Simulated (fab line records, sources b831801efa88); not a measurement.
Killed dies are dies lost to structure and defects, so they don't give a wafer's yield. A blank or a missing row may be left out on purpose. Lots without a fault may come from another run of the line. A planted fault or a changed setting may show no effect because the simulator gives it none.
Split-lot experiment | flow sky130 | 5 lots, 23 wafers read, on a route of 708 steps

THE SPLIT
At SKY_RES_XHIGH_IMPLANT_07, the setting dose_cm2 was moved away from the recipe's 3.6e+14 on 6 of the 23 wafers read, by -1.9% to +6.0%. The other wafers ran this setting at the recipe's value.

FROM THE SPLIT TO THE READING: what the file shows between them, 6 steps
- SKY_SD_N_IMPLANT_09 (also split here: energy_kev)
- SKY_SD_N_IMPLANT_10
- SKY_SD_N_STRIP_11: strips in O2/N2
- SKY_SD_N_CLEAN_13: cleans in SC1/SC2, time 150 s
- SKY_SD_N_RTA_14: time 2 s
- SKY_SD_N_RS_MEAS_16: measures by four-point-probe

THE READING
RES_XHIGH_RS, in ohm/sq, at SKY_SD_N_RS_MEAS_18 (measures by four-point-probe). Fault-free wafers of this fab line usually give 333.0 ohm/sq, standard deviation 1.5 ohm/sq.

wafer  | tool, chamber at the split | dose_cm2 as run | against the recipe | RES_XHIGH_RS, ohm/sq | against lot-mates on the recipe
L074.1 | implanter-03, 0            | 3.6e+14         | recipe             | 333.2                | -
L074.2 | implanter-03, 0            | 3.816e+14       | +6.0%              | 316.2                | -16.8
L074.4 | implanter-03, 0            | 3.816e+14       | +6.0%              | 316.4                | -16.6
L074.5 | implanter-03, 0            | 3.6e+14         | recipe             | 332.9                | -
L074.6 | implanter-03, 0            | 3.6e+14         | recipe             | 333.0                | -
L077.1 | implanter-03, 0            | 3.532e+14       | -1.9%              | 340.2                | +5.0
L077.2 | implanter-03, 0            | 3.6e+14         | recipe             | 335.7                | -
L077.3 | implanter-03, 0            | 3.6e+14         | recipe             | 335.4                | -
L077.4 | implanter-03, 0            | 3.532e+14       | -1.9%              | 341.4                | +6.2
L077.6 | implanter-03, 0            | 3.6e+14         | recipe             | 334.6                | -
L083.4 | implanter-03, 0            | 3.6e+14         | recipe             | 331.4                | -
L083.5 | implanter-03, 0            | 3.6e+14         | recipe             | 331.9                | -
L083.6 | implanter-03, 0            | 3.6e+14         | recipe             | 333.3                | -
L081.1 | implanter-03, 0            | 3.6e+14         | recipe             | 334.1                | -
L081.2 | implanter-03, 0            | 3.769e+14       | +4.7%              | 320.2                | -13.7
L081.4 | implanter-03, 0            | 3.6e+14         | recipe             | 333.8                | -
L081.5 | implanter-03, 0            | 3.769e+14       | +4.7%              | 320.1                | -13.8
L081.6 | implanter-03, 0            | 3.6e+14         | recipe             | 333.8                | -
L085.1 | implanter-04, 0            | 3.6e+14         | recipe             | 331.9                | -
L085.2 | implanter-04, 0            | 3.6e+14         | recipe             | 330.9                | -
L085.3 | implanter-04, 0            | 3.6e+14         | recipe             | 330.9                | -
L085.4 | implanter-04, 0            | 3.6e+14         | recipe             | 331.9                | -
L085.6 | implanter-04, 0            | 3.6e+14         | recipe             | 331.0                | -

THE FIT
A straight line over all 23 wafers: RES_XHIGH_RS changes by -2.88 ohm/sq for each +1% of dose_cm2; r = -0.97; the points scatter about the line by 1.5 ohm/sq.
The same after taking each lot's own level away (the mean of its wafers on the recipe; 23 wafers): -2.85 ohm/sq for each +1%; r = -1.00; scatter 0.5 ohm/sq.
On that fit, the largest move of dose_cm2 shifts the reading by 17 ohm/sq.
The lots' own levels span 331.32 to 335.23 ohm/sq, that is 2.6 times the standard deviation above.
So the lot-to-lot level changes the slope little: the two slopes agree.
Check: with one of the wafers moved furthest among these (+6.0%) left out of the fit, the line predicts -17.2 ohm/sq for it against its lot-mates. It came out at -16.8 ohm/sq against them.

OTHER SPLITS ON THESE WAFERS
These wafers also went through other splits before the reading. Each is held against what the fit with the lots' levels taken away leaves over:
other split on the same wafers     | wafers away from the commonest value | r with RES_XHIGH_RS (lot level and that fit taken away)
SKY_LDD_LDN_COAT_02 spin_rpm       | 5                                    | +0.09
SKY_LDD_LDN_IMPLANT_10 energy_kev  | 8                                    | -0.07
SKY_POLY_CUT_COAT_02 resist_thk_nm | 8                                    | -0.05
SKY_POLY_CUT_EXPOSE_05 dose_mj     | 2                                    | -0.03
SKY_SD_P_COAT_02 spin_rpm          | 6                                    | -0.14
SKY_SD_N_IMPLANT_09 energy_kev     | 6                                    | -0.10

THE FILE'S OWN FIT
RES_XHIGH_RS changes by -2.85 ohm/sq for each +1% of dose_cm2, r = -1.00.
